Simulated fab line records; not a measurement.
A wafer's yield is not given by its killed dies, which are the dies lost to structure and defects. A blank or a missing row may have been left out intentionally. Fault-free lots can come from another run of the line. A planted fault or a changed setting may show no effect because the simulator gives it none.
Comparing a struck lot with a sound one :: flow sky130 :: 15 steps out of a route of 708
Sound: wafers L698.3, L698.4, L698.5. Wafers L694.1, L694.3, L694.5 were the ones struck. At the end, the cause is stated.
Each step with rows lists, per side, the tool, then ch with its chambers, then its first start. Under that, the readings that differ: sound wafers :: struck wafers :: difference of the means :: sigmas: that difference in standard deviations of wafers without a fault.
alike: words and numbers the same on both sides, and readings whose means are apart by under 2 such deviations; not compared: readings that were withheld, readings missing a value for some wafer, numbers with overlapping values and no deviation given by the record, and bounds like >300 which may hide the same value.
Wherever a step has rows on one side only, a row that says differs or no value, or a row with sigmas, the two part there. Numbers that don't overlap but have no deviation are shown without sigmas and don't part them. Lack of a reading on every wafer of one side parts them only where that side has two or more wafers.

first, 5 steps without rows for these wafers: SKY_SONOS_ONO_COAT_08 (resist thk 1140 nm); SKY_SONOS_ONO_SOFTBAKE_09 (time 60 s); SKY_SONOS_ONO_EXPOSE_10 (exposes mask ONOM, target cd 410 nm); SKY_SONOS_ONO_PEB_11; SKY_SONOS_ONO_DEVELOP_12 (develop time 60 s).
SKY_SONOS_ONO_CD_MEAS_13 targets a cd of 410 nm.
  struck on cd sem-01, day 17 12:55; sound on cd sem-02, day 19 00:35
  alike: cd nm
SKY_SONOS_ONO_OVL_MEAS_14:
  struck on overlay-02, day 17 13:02; sound on overlay-01, day 19 00:41
  alike: SONOS_ONO_OVL
SKY_SONOS_ONO_ETCH_15: etches the open film in CHF3/O2, target depth 19.52 nm, time 7.8 s.
  sound on rie diel-04 ch 0,2, day 19 00:42; struck on rie diel-01 ch 0,3, day 17 13:05
reading: drypump motor current A (A)
sound: 6.4 5.9 6.4
struck: 4.9 5.5 4.9
difference: -1.1
sigmas: -3
  alike: oes product au, throttle valve pct
  not compared: rf hours counter h
then, 1 step without rows for these wafers: SKY_SONOS_ONO_WET_ETCH_16 (etches SiO2 in dHF, target depth 14 nm, time 280 s).
SKY_SONOS_ONO_STRIP_17: strips in O2/N2.
  sound on plasma asher-01 ch 0,1, day 19 00:51; struck on plasma asher-01 ch 0,1, day 17 13:11
  alike: drypump motor current A, n2 flow sccm, oes product au, strip time to endpoint s
  not compared: rf hours counter h
then, 2 steps without rows for these wafers: SKY_SONOS_ONO_WET_ETCH_18 (etches Si3N4 in H3PO4, target depth 15 nm, time 172 s); SKY_GATE_OXIDE_CLEAN_00 (cleans in SC1/SC2, time 150 s).
SKY_GATE_OXIDE_OXIDATION_01: stabilise 600 s, purge 300 s, target thk 10.268 nm.
  sound on furnace-01 ch 0, day 19 02:36; struck on furnace-02 ch 0, day 17 15:13
reading: stabilise s (s)
sound: 600 600 600
struck: 5400 5400 5400
difference: +4800
sigmas: 
  alike: tube_center_temp_C_max, zone power bottom pct
SKY_GATE_OXIDE_THK_MEAS_02:
  struck on film metro-02, day 17 16:38; sound on film metro-03, day 19 04:01
  alike: GATE_OXIDE_OXIDATION_00_THK
-- record jumps: 32 days separate the struck wafers' starts on either side; left off in module GATE_OXIDE, taken up again in module PAD_OPEN, whose first shown step is the route's number 708 --
SKY_PAD_OPEN_PROBE_99:
  struck on prober-02, day 49 09:49; sound on prober-02, day 50 05:43
reading: model.etest.pfet g5v0d10v5.r on ohm um
sound: 4766 4817 4754
struck: 4908 4937 4920
difference: +143
sigmas: 

reading: model.etest.res pwell under gate.rs ohm sq
sound: 2307 2288 2304
struck: 2263 2273 2285
difference: -26
sigmas: 

reading: model.etest.pfet g5v0d10v5.drive ua um
sound: 338 335.9 342.7
struck: 327.6 325.1 330.9
difference: -11.0
sigmas: 

reading: model.etest.pfet_01v8_mvt.drive ua um
sound: 148.4 145.8 149.2
struck: 133.9 135.2 133.6
difference: -13.6
sigmas: 

reading: model.etest.field n.vt v (V)
sound: 35.38 35.75 35.26
struck: 34.84 34.72 34.79
difference: -0.68
sigmas: 

reading: model.etest.pfet_01v8_mvt.off log10 a um
sound: -11.04 -11.2 -11.07
struck: -12.34 -12.3 -12.33
difference: -1.22
sigmas: 

reading: model.etest.pfet g5v0d10v5.off log10 a um
sound: -12.7 -12.63 -12.43
struck: -13.34 -13.38 -13.31
difference: -0.76
sigmas: 

reading: model.etest.nfet_05v0_nvt.off log10 a um
sound: -10.93 -10.89 -11.06
struck: -11.38 -11.39 -11.33
difference: -0.41
sigmas: 
  alike: killed_at_M0_to_M3, killed_at_M4_up, killed at contacts, killed at front end, killed at other, killed dies, killed open, killed short

## WHERE THEY PART
At SKY_SONOS_ONO_ETCH_15 and nowhere else, as far as this record goes. Later steps at which nothing parts them and some readings are alike: SKY_SONOS_ONO_STRIP_17, SKY_GATE_OXIDE_OXIDATION_01, SKY_GATE_OXIDE_THK_MEAS_02, SKY_PAD_OPEN_PROBE_99.

WHY: whatever the simulator had introduced
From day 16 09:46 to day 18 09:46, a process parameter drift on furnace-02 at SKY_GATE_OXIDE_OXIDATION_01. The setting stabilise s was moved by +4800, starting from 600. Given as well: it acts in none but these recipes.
